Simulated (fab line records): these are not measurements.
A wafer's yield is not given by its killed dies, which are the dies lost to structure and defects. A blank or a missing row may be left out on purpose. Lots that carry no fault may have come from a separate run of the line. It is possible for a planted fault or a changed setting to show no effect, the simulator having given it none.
fab line records	flow sky130
record lots=24	wafers=72	last-day=50
route steps=708 shown METAL3@569 VIA3@596 CAP2M@604 VIA4@642
lots that met no fault: taken from a fault-free run of the same line
start-h: start of the lot's first displayed wafer, in hours after the record's first day	wait-h: how many hours have passed since the lot's step before this one	" repeats the value in the row above	L1.1+2: a single row standing in for several wafers	- no value, or no start given	* or withheld: withheld	< > ~ a bound
route shown NAME@n: names a module that has steps shown in the file, with the first one's number in the route	usual: the fault-free wafers' mean and standard deviation	same: alike in all rows	chamber/n: place in a boat	sites: per-site readings	_std_site: the standard deviation of these	_edge_site: outer sites' mean less inner sites'	radius-mm: for every site, how far away it sits from the centre of the wafer	mask NAME#n: copy n	behind: tool/chamber where the wafer was last shaped	hold: cause of the lot's hold/its duration in hours/its outcome	device: names the non-switching transistor (n, p or np)	end of line: the route-end tests of the same wafers	where a step has no rows: the recipe by itself	killed: not the wafer's yield, but the dies lost to structure and defects at the first sort	map: a wafer's dies, x killed, . not, _ none there
set.NAME: the run value of the setting; set.NAME@STEP: its run value at that earlier step	model.NAME: the simulator's own value behind a step, which no gauge read
the route's steps for a sample of lots (tables are steps, rows are wafers)
services: from which hour (start-h, from the record's first day; less than 0 if before it) a tool's chamber was out of use, for how many hours, and why
## steps
# step SKY_METAL3_STRIP_19
# recipe chemistry=O2/N2	power-w=1400	pressure-mtorr=1500	platen-temp-c=withheld	o2-flow-sccm=3000	n2-flow-sccm=300	overash-fraction=0.5
# usual drypump-motor-current-A=5.3/0.42	oes-product-au=0.506/0.0058	strip-time-to-endpoint-s=6.61/0.077
lot.wafer	tool	chamber	start-h	wait-h	drypump-motor-current-A	oes-product-au	rf-hours-counter-h	strip-time-to-endpoint-s
L074.2	plasma-asher-01	0	889.90	0.3	5.7	0.507	112	6.72
L074.5	"	1	"	"	5.0	0.513	-	6.71
L074.6	"	0	"	"	5.7	0.512	-	6.74
L075.2	plasma-asher-01	0	897.95	0.1	5.7	0.502	113	6.64
L075.4	"	0	"	"	5.7	0.495	-	6.64
L075.6	"	1	"	"	5.0	0.502	-	6.55
L076.1	plasma-asher-01	0	907.53	0.1	5.6	0.508	114	6.56
L076.2	"	1	"	"	5.0	0.502	114	6.59
L076.3	"	1	"	"	5.0	0.499	-	6.53
L077.1	plasma-asher-03	0	914.10	0.1	5.4	0.507	17	6.64
L077.2	"	1	"	"	5.4	0.508	17	6.66
L077.4	"	0	"	"	5.4	0.505	-	6.62
L078.1	plasma-asher-04	0	937.65	0.1	4.7	0.500	50	6.54
L078.4	"	0	"	"	4.7	0.502	-	6.57
L078.6	"	1	"	"	5.8	0.502	-	6.59
L079.1	plasma-asher-01	0	947.03	0.1	5.6	0.506	119	6.62
L079.2	"	1	"	"	5.0	0.507	119	6.59
L079.6	"	0	"	"	5.6	0.500	-	6.64
L080.1	plasma-asher-04	0	951.28	0.1	4.7	0.508	51	6.48
L080.3	"	1	"	"	5.8	0.504	-	6.56
L080.5	"	1	"	"	5.8	0.503	-	6.52
L081.2	plasma-asher-03	1	951.63	0.1	5.4	0.507	20	6.59
L081.5	"	1	"	"	5.4	0.513	-	6.60
L081.6	"	0	"	"	5.4	0.499	-	6.63
L082.1	plasma-asher-04	0	955.88	0.1	4.7	0.512	52	6.68
L082.2	"	1	"	"	5.8	0.504	52	6.56
L082.5	"	1	"	"	5.8	0.502	-	6.59
L083.2	plasma-asher-04	0	965.20	0.1	4.7	0.509	53	6.63
L083.3	"	0	"	"	4.7	0.502	-	6.55
L083.5	"	1	"	"	5.8	0.499	-	6.61
L084.2	plasma-asher-04	0	972.13	0.1	4.7	0.509	53	6.65
L084.4	"	1	"	"	5.8	0.505	-	6.55
L084.6	"	0	"	"	4.7	0.508	-	6.54
L085.1	plasma-asher-03	0	983.60	0.1	5.4	0.503	24	6.47
L085.2	"	1	"	"	5.3	0.499	24	6.52
L085.4	"	0	"	"	5.4	0.497	-	6.47
L086.1	plasma-asher-01	0	985.78	0.1	5.7	0.501	123	6.55
L086.2	"	1	"	"	5.0	0.505	123	6.46
L086.4	"	1	"	"	5.0	0.505	-	6.51
L087.1	plasma-asher-01	1	987.68	0.1	5.0	0.518	123	6.75
L087.4	"	1	"	"	5.0	0.509	-	6.67
L087.5	"	1	"	"	4.9	0.504	-	6.65
L088.1	plasma-asher-01	1	995.80	0.1	5.0	0.503	124	6.61
L088.3	"	1	"	"	5.0	0.508	-	6.57
L088.5	"	0	"	"	5.7	0.512	-	6.56
L089.2	plasma-asher-01	0	1003.38	0.1	5.7	0.508	124	6.61
L089.3	"	0	"	"	5.7	0.513	-	6.74
L089.6	"	0	"	"	5.7	0.519	-	6.71
L090.4	plasma-asher-04	1	1006.62	0.1	5.8	0.506	-	6.65
L090.5	"	0	"	"	4.7	0.500	-	6.50
L090.6	"	1	"	"	5.8	0.507	-	6.58
L091.1	plasma-asher-04	1	1016.60	0.1	5.8	0.513	58	6.69
L091.3	"	0	"	"	4.7	0.504	-	6.55
L091.6	"	0	"	"	4.7	0.499	-	6.56
L092.3	plasma-asher-04	0	1017.78	0.1	4.7	0.499	-	6.57
L092.5	"	0	"	"	4.7	0.503	-	6.61
L092.6	"	1	"	"	5.8	0.511	-	6.68
L094.1	plasma-asher-01	1	1031.40	0.1	5.0	0.509	127	6.59
L094.2	"	0	"	"	5.7	0.514	127	6.74
L094.4	"	1	"	"	5.0	0.511	-	6.62
L093.1	plasma-asher-03	1	1039.29	0.2	5.4	0.509	29	6.70
L093.4	"	1	"	"	5.4	0.501	-	6.69
L093.5	"	0	"	"	5.4	0.508	-	6.66
L095.1	plasma-asher-04	1	1052.81	0.1	5.8	0.505	61	6.70
L095.4	"	0	"	"	4.7	0.495	-	6.63
L095.5	"	0	"	"	4.7	0.506	-	6.67
L097.1	plasma-asher-04	1	1056.93	0.1	5.8	0.496	62	6.49
L097.4	"	1	"	"	5.8	0.508	-	6.55
L097.5	"	1	"	"	5.8	0.494	-	6.48
L096.2	plasma-asher-04	0	1057.56	0.2	4.7	0.505	62	6.52
L096.5	"	1	"	"	5.8	0.511	-	6.67
L096.6	"	0	"	"	4.7	0.500	-	6.53
# step SKY_VIA3_THK_MEAS_23
# recipe thk-meas-gauge=xrf	reads=W_of_VIA3_CVD_21
# usual VIA3_W_THK=397/5.9
lot.wafer	tool	chamber	start-h	wait-h	VIA3_W_THK[nm]
L074.2	film-metro-04	-	917.46	0.1	391
L074.5	"	-	"	"	392
L074.6	"	-	"	"	391
L075.2	film-metro-04	-	925.38	0.1	394
L075.4	"	-	"	"	393
L075.6	"	-	"	"	394
L076.1	film-metro-04	-	934.80	0.1	392
L076.2	"	-	"	"	386
L076.3	"	-	"	"	388
L077.1	film-metro-04	-	941.80	0.1	403
L077.2	"	-	"	"	393
L077.4	"	-	"	"	391
L078.1	film-metro-01	-	964.00	0.1	388
L078.4	"	-	"	"	388
L078.6	"	-	"	"	387
L079.1	film-metro-02	-	973.05	0.1	397
L079.2	"	-	"	"	393
L079.6	"	-	"	"	391
L080.1	film-metro-02	-	977.46	0.1	406
L080.3	"	-	"	"	407
L080.5	"	-	"	"	406
L081.2	film-metro-02	-	977.72	0.1	416
L081.5	"	-	"	"	400
L081.6	"	-	"	"	407
L082.1	film-metro-04	-	981.45	0.1	401
L082.2	"	-	"	"	407
L082.5	"	-	"	"	405
L083.2	film-metro-01	-	990.56	0.1	390
L083.3	"	-	"	"	391
L083.5	"	-	"	"	391
L084.2	film-metro-04	-	997.41	0.1	405
L084.4	"	-	"	"	408
L084.6	"	-	"	"	410
L085.1	film-metro-02	-	1009.05	0.1	397
L085.2	"	-	"	"	396
L085.4	"	-	"	"	396
L086.1	film-metro-01	-	1011.37	0.1	400
L086.2	"	-	"	"	396
L086.4	"	-	"	"	400
L087.1	film-metro-02	-	1012.75	0.1	395
L087.4	"	-	"	"	404
L087.5	"	-	"	"	396
L088.1	film-metro-04	-	1021.69	0.1	397
L088.3	"	-	"	"	395
L088.5	"	-	"	"	394
L089.2	film-metro-02	-	1028.09	0.1	399
L089.3	"	-	"	"	386
L089.6	"	-	"	"	392
L090.4	film-metro-02	-	1031.53	0.1	398
L090.5	"	-	"	"	391
L090.6	"	-	"	"	394
L091.1	film-metro-04	-	1041.86	0.1	399
L091.3	"	-	"	"	392
L091.6	"	-	"	"	394
L092.3	film-metro-01	-	1042.86	0.1	388
L092.5	"	-	"	"	388
L092.6	"	-	"	"	404
L094.1	film-metro-04	-	1055.28	0.1	388
L094.2	"	-	"	"	397
L094.4	"	-	"	"	403
L093.1	film-metro-02	-	1062.93	0.1	406
L093.4	"	-	"	"	400
L093.5	"	-	"	"	401
L095.1	film-metro-01	-	1076.47	0.1	403
L095.4	"	-	"	"	402
L095.5	"	-	"	"	402
L097.1	film-metro-01	-	1080.30	0.1	401
L097.4	"	-	"	"	403
L097.5	"	-	"	"	393
L096.2	film-metro-02	-	1080.66	0.1	398
L096.5	"	-	"	"	407
L096.6	"	-	"	"	398
# step SKY_CAP2M_THK_MEAS_01
# recipe reads=SiO2_of_CAP2M_CVD_00
# usual CAP2M_CVD_00_THK=15.56/0.25
lot.wafer	tool	chamber	start-h	wait-h	CAP2M_CVD_00_THK[nm]
L074.2	film-metro-02	-	918.00	-	15.34
L074.5	"	-	"	"	15.84
L074.6	"	-	"	"	15.63
L075.2	film-metro-03	-	926.02	-	15.25
L075.4	"	-	"	"	15.37
L075.6	"	-	"	"	15.74
L076.1	film-metro-03	-	935.34	-	15.27
L076.2	"	-	"	"	15.48
L076.3	"	-	"	"	15.47
L077.1	film-metro-02	-	942.34	-	15.26
L077.2	"	-	"	"	15.30
L077.4	"	-	"	"	15.45
L078.1	film-metro-03	-	964.54	-	15.50
L078.4	"	-	"	"	15.77
L078.6	"	-	"	"	15.80
L079.1	film-metro-03	-	973.60	-	15.04
L079.2	"	-	"	"	15.14
L079.6	"	-	"	"	14.93
L080.1	film-metro-02	-	978.00	-	15.26
L080.3	"	-	"	"	15.27
L080.5	"	-	"	"	15.71
L081.2	film-metro-02	-	978.31	-	15.31
L081.5	"	-	"	"	15.47
L081.6	"	-	"	"	15.50
L082.1	film-metro-02	-	981.99	-	15.46
L082.2	"	-	"	"	15.67
L082.5	"	-	"	"	15.77
L083.2	film-metro-02	-	991.10	-	15.33
L083.3	"	-	"	"	15.31
L083.5	"	-	"	"	15.49
L084.2	film-metro-03	-	997.96	-	15.59
L084.4	"	-	"	"	15.83
L084.6	"	-	"	"	15.96
L085.1	film-metro-03	-	1009.59	-	15.74
L085.2	"	-	"	"	15.63
L085.4	"	-	"	"	16.00
L086.1	film-metro-02	-	1012.00	-	15.38
L086.2	"	-	"	"	15.58
L086.4	"	-	"	"	15.81
L087.1	film-metro-04	-	1013.29	-	15.40
L087.4	"	-	"	"	15.86
L087.5	"	-	"	"	15.86
L088.1	film-metro-02	-	1022.24	-	15.84
L088.3	"	-	"	"	16.09
L088.5	"	-	"	"	16.21
L089.2	film-metro-03	-	1028.76	-	15.24
L089.3	"	-	"	"	15.42
L089.6	"	-	"	"	15.26
L090.4	film-metro-04	-	1032.07	-	15.86
L090.5	"	-	"	"	15.80
L090.6	"	-	"	"	15.86
L091.1	film-metro-03	-	1042.40	-	15.39
L091.3	"	-	"	"	15.41
L091.6	"	-	"	"	15.59
L092.3	film-metro-02	-	1043.40	-	15.53
L092.5	"	-	"	"	15.72
L092.6	"	-	"	"	15.37
L094.1	film-metro-04	-	1055.81	-	15.40
L094.2	"	-	"	"	15.50
L094.4	"	-	"	"	15.60
L093.1	film-metro-04	-	1063.71	-	15.38
L093.4	"	-	"	"	15.34
L093.5	"	-	"	"	15.42
L095.1	film-metro-02	-	1077.01	-	15.39
L095.4	"	-	"	"	15.56
L095.5	"	-	"	"	15.62
L097.1	film-metro-04	-	1080.87	-	15.53
L097.4	"	-	"	"	15.86
L097.5	"	-	"	"	15.78
L096.2	film-metro-04	-	1081.20	-	15.46
L096.5	"	-	"	"	15.67
L096.6	"	-	"	"	15.57
# step SKY_VIA4_BOW_MEAS_03
# recipe mode=bow
# usual VIA4_BOW=81/7.9
lot.wafer	tool	chamber	start-h	wait-h	VIA4_BOW[um]
L074.2	film-metro-03	-	969.81	0.2	81
L074.5	"	-	"	"	78
L074.6	"	-	"	"	75
L075.2	film-metro-04	-	976.75	0.3	70
L075.4	"	-	"	"	82
L075.6	"	-	"	"	83
L076.1	film-metro-04	-	986.05	0.1	98
L076.2	"	-	"	"	91
L076.3	"	-	"	"	94
L077.1	film-metro-04	-	992.52	0.1	74
L077.2	"	-	"	"	76
L077.4	"	-	"	"	88
L078.1	film-metro-01	-	1012.95	0.2	72
L078.4	"	-	"	"	75
L078.6	"	-	"	"	82
L079.1	film-metro-03	-	1022.03	0.2	88
L079.2	"	-	"	"	89
L079.6	"	-	"	"	89
L080.1	film-metro-03	-	1025.75	0.2	90
L080.3	"	-	"	"	89
L080.5	"	-	"	"	92
L081.2	film-metro-01	-	1027.31	0.2	80
L081.5	"	-	"	"	81
L081.6	"	-	"	"	71
L082.1	film-metro-01	-	1030.73	0.1	73
L082.2	"	-	"	"	58
L082.5	"	-	"	"	72
L083.2	film-metro-01	-	1038.22	0.3	88
L083.3	"	-	"	"	89
L083.5	"	-	"	"	87
L084.2	film-metro-04	-	1046.40	0.2	73
L084.4	"	-	"	"	82
L084.6	"	-	"	"	79
L085.1	film-metro-04	-	1056.85	0.2	81
L085.2	"	-	"	"	87
L085.4	"	-	"	"	91
L086.1	film-metro-01	-	1058.99	0.2	85
L086.2	"	-	"	"	88
L086.4	"	-	"	"	83
L087.1	film-metro-04	-	1059.95	0.2	72
L087.4	"	-	"	"	74
L087.5	"	-	"	"	80
L088.1	film-metro-04	-	1068.09	0.1	78
L088.3	"	-	"	"	78
L088.5	"	-	"	"	63
L089.2	film-metro-04	-	1074.15	0.2	83
L089.3	"	-	"	"	85
L089.6	"	-	"	"	66
L090.4	film-metro-01	-	1076.77	0.3	96
L090.5	"	-	"	"	85
L090.6	"	-	"	"	94
L091.1	film-metro-01	-	1087.06	0.1	72
L091.3	"	-	"	"	76
L091.6	"	-	"	"	77
L092.3	film-metro-01	-	1087.40	0.3	83
L092.5	"	-	"	"	79
L092.6	"	-	"	"	74
L094.1	film-metro-03	-	1100.57	0.1	86
L094.2	"	-	"	"	91
L094.4	"	-	"	"	86
L093.1	film-metro-01	-	1106.24	0.2	83
L093.4	"	-	"	"	66
L093.5	"	-	"	"	91
L095.1	film-metro-03	-	1119.68	0.1	81
L095.4	"	-	"	"	83
L095.5	"	-	"	"	84
L097.1	film-metro-03	-	1123.78	0.1	74
L097.4	"	-	"	"	80
L097.5	"	-	"	"	78
L096.2	film-metro-04	-	1124.30	0.1	83
L096.5	"	-	"	"	86
L096.6	"	-	"	"	66
# step SKY_VIA4_SPUTTER_17
# recipe material=TiN	target-thk-nm=20	chamber-pressure-pa=5	power-w=4000	time-s=80
# usual throttle-valve-pct=30.0/1.1
lot.wafer	tool	chamber	start-h	wait-h	throttle-valve-pct
L074.2	pvd-sputter-01	-	994.13	0.0	29.0
L074.5	"	-	"	"	28.6
L074.6	"	-	"	"	28.1
L075.2	pvd-sputter-01	-	999.57	0.0	29.1
L075.4	"	-	"	"	28.0
L075.6	"	-	"	"	28.2
L076.1	pvd-sputter-04	-	1009.09	0.0	30.6
L076.2	"	-	"	"	29.5
L076.3	"	-	"	"	30.2
L077.1	pvd-sputter-04	-	1014.82	0.0	29.9
L077.2	"	-	"	"	30.5
L077.4	"	-	"	"	29.5
L078.1	pvd-sputter-04	-	1035.57	0.0	30.9
L078.4	"	-	"	"	31.9
L078.6	"	-	"	"	31.8
L079.1	pvd-sputter-04	-	1045.50	0.0	31.0
L079.2	"	-	"	"	29.7
L079.6	"	-	"	"	29.5
L080.1	pvd-sputter-04	-	1048.62	0.0	32.1
L080.3	"	-	"	"	30.2
L080.5	"	-	"	"	29.8
L081.2	pvd-sputter-01	-	1049.87	0.0	28.3
L081.5	"	-	"	"	29.1
L081.6	"	-	"	"	29.0
L082.1	pvd-sputter-02	-	1053.30	0.0	31.3
L082.2	"	-	"	"	29.5
L082.5	"	-	"	"	29.3
L083.2	pvd-sputter-02	-	1060.52	0.0	28.9
L083.3	"	-	"	"	29.3
L083.5	"	-	"	"	29.7
L084.2	pvd-sputter-01	-	1068.58	0.0	28.3
L084.4	"	-	"	"	30.1
L084.6	"	-	"	"	30.3
L085.1	pvd-sputter-02	-	1078.92	0.0	31.6
L085.2	"	-	"	"	28.9
L085.4	"	-	"	"	28.8
L086.1	pvd-sputter-02	-	1080.18	0.0	28.8
L086.2	"	-	"	"	29.8
L086.4	"	-	"	"	31.5
L087.1	pvd-sputter-04	-	1082.00	0.0	31.9
L087.4	"	-	"	"	30.1
L087.5	"	-	"	"	32.2
L088.1	pvd-sputter-02	-	1089.60	0.0	29.3
L088.3	"	-	"	"	29.9
L088.5	"	-	"	"	29.2
L089.2	pvd-sputter-01	-	1094.87	0.0	28.9
L089.3	"	-	"	"	29.9
L089.6	"	-	"	"	28.4
L090.4	pvd-sputter-02	-	1097.14	0.0	29.3
L090.5	"	-	"	"	31.6
L090.6	"	-	"	"	29.9
L091.1	pvd-sputter-01	-	1106.35	0.0	28.5
L091.3	"	-	"	"	28.9
L091.6	"	-	"	"	29.0
L092.3	pvd-sputter-04	-	1107.07	0.0	30.1
L092.5	"	-	"	"	29.8
L092.6	"	-	"	"	30.5
L094.1	pvd-sputter-04	-	1120.77	0.0	32.1
L094.2	"	-	"	"	29.9
L094.4	"	-	"	"	29.9
L093.1	pvd-sputter-01	-	1125.70	0.0	28.9
L093.4	"	-	"	"	28.1
L093.5	"	-	"	"	29.1
L095.1	pvd-sputter-04	-	1138.72	0.0	30.2
L095.4	"	-	"	"	29.5
L095.5	"	-	"	"	32.2
L097.1	pvd-sputter-02	-	1142.91	0.0	28.8
L097.4	"	-	"	"	31.2
L097.5	"	-	"	"	29.4
L096.2	pvd-sputter-04	-	1143.16	0.0	30.8
L096.5	"	-	"	"	32.0
L096.6	"	-	"	"	29.6
# step SKY_VIA4_CVD_18
# recipe material=W	target-thk-nm=505	time-s=152.14	temp-c=400	pressure-torr=40
# usual heater-power-w=871/75	susceptor-temp-C=399.99/0.2
lot.wafer	tool	chamber	start-h	wait-h	heater-power-w	since-wet-clean-h	susceptor-temp-C
L074.2	cvd-w-02	0	994.19	0.0	870	590	400.27
L074.5	"	0	"	"	848	-	400.12
L074.6	"	1	"	"	925	-	400.00
L075.2	cvd-w-02	0	999.63	0.0	846	596	399.99
L075.4	"	0	"	"	884	-	400.16
L075.6	"	0	"	"	846	-	400.30
L076.1	cvd-w-02	1	1009.15	0.0	928	605	400.05
L076.2	"	0	"	"	855	605	399.90
L076.3	"	1	"	"	969	-	400.12
L077.1	cvd-w-02	1	1014.88	0.0	989	611	399.98
L077.2	"	0	"	"	852	611	400.05
L077.4	"	0	"	"	857	-	400.13
L078.1	cvd-w-02	1	1035.63	0.0	986	632	400.15
L078.4	"	0	"	"	848	-	400.05
L078.6	"	1	"	"	977	-	399.89
L079.1	cvd-w-01	1	1045.56	0.0	773	128	399.88
L079.2	"	0	"	"	875	128	399.84
L079.6	"	0	"	"	842	-	400.24
L080.1	cvd-w-02	1	1048.68	0.0	992	645	399.81
L080.3	"	1	"	"	973	-	399.97
L080.5	"	1	"	"	959	-	400.04
L081.2	cvd-w-01	1	1049.93	0.0	766	132	399.79
L081.5	"	1	"	"	757	-	400.17
L081.6	"	0	"	"	886	-	399.87
L082.1	cvd-w-02	1	1053.36	0.0	974	649	400.14
L082.2	"	0	"	"	853	649	399.88
L082.5	"	0	"	"	853	-	399.83
L083.2	cvd-w-01	1	1060.58	0.0	771	143	399.99
L083.3	"	0	"	"	883	-	399.95
L083.5	"	0	"	"	877	-	400.26
L084.2	cvd-w-01	1	1068.64	0.0	782	151	399.91
L084.4	"	1	"	"	766	-	399.89
L084.6	"	1	"	"	761	-	400.12
L085.1	cvd-w-01	1	1078.98	0.0	770	161	399.85
L085.2	"	0	"	"	892	161	400.02
L085.4	"	0	"	"	885	-	399.62
L086.1	cvd-w-02	0	1080.24	0.0	852	676	400.24
L086.2	"	1	"	"	994	676	400.23
L086.4	"	1	"	"	971	-	399.82
L087.1	cvd-w-01	0	1082.06	0.0	884	164	399.48
L087.4	"	1	"	"	778	-	400.03
L087.5	"	1	"	"	764	-	400.07
L088.1	cvd-w-01	1	1089.66	0.0	755	172	399.56
L088.3	"	0	"	"	860	-	399.94
L088.5	"	1	"	"	764	-	400.03
L089.2	cvd-w-02	1	1094.93	0.0	973	691	400.16
L089.3	"	0	"	"	871	-	400.49
L089.6	"	1	"	"	979	-	400.07
L090.4	cvd-w-02	1	1097.22	0.1	998	-	399.77
L090.5	"	0	"	"	854	-	400.15
L090.6	"	1	"	"	994	-	399.55
L091.1	cvd-w-02	1	1106.41	0.0	995	702	400.09
L091.3	"	0	"	"	845	-	399.94
L091.6	"	0	"	"	866	-	400.07
L092.3	cvd-w-01	1	1107.18	0.1	766	-	399.86
L092.5	"	0	"	"	862	-	399.76
L092.6	"	1	"	"	764	-	399.73
L094.1	cvd-w-01	0	1120.83	0.0	875	203	399.93
L094.2	"	1	"	"	758	203	400.28
L094.4	"	1	"	"	753	-	400.02
L093.1	cvd-w-02	1	1125.76	0.0	996	722	399.93
L093.4	"	0	"	"	862	-	400.19
L093.5	"	0	"	"	882	-	399.97
L095.1	cvd-w-01	0	1138.78	0.0	878	221	399.91
L095.4	"	0	"	"	884	-	399.99
L095.5	"	0	"	"	877	-	399.79
L097.1	cvd-w-01	1	1142.97	0.0	774	225	399.84
L097.4	"	1	"	"	786	-	400.07
L097.5	"	0	"	"	874	-	400.30
L096.2	cvd-w-01	1	1143.22	0.0	771	225	399.98
L096.5	"	0	"	"	870	-	400.29
L096.6	"	1	"	"	761	-	399.51
## services
tool	chamber	start-h	hours	kind
pvd-sputter-04	-	865.95	3.0	repair
plasma-asher-04	-	869.92	5.3	repair
pvd-sputter-01	-	870.55	4.3	repair
plasma-asher-03	-	892.76	7.6	repair
cvd-w-01	-	904.00	14.0	pm
cvd-w-01	0	904.00	14.0	vent-cycle
cvd-w-01	1	904.07	4.9	repair
cvd-w-02	-	961.01	2.8	pm
pvd-sputter-02	-	997.43	3.8	repair
plasma-asher-01	-	1005.56	1.4	repair
pvd-sputter-01	-	1022.62	5.0	repair
plasma-asher-01	-	1024.45	2.9	repair
plasma-asher-03	-	1042.91	0.7	repair
plasma-asher-01	-	1055.25	9.0	pm
plasma-asher-03	-	1056.92	5.1	repair
pvd-sputter-04	-	1076.87	2.5	repair
cvd-w-01	-	1083.95	2.8	pm
plasma-asher-03	-	1095.15	23.2	repair
plasma-asher-04	-	1099.82	2.6	repair
plasma-asher-01	-	1122.26	1.5	repair
pvd-sputter-02	-	1123.89	5.4	repair
cvd-w-01	1	1127.70	12.0	repair
plasma-asher-04	-	1129.95	7.2	repair
plasma-asher-01	-	1139.97	27.1	repair
## key
fault none
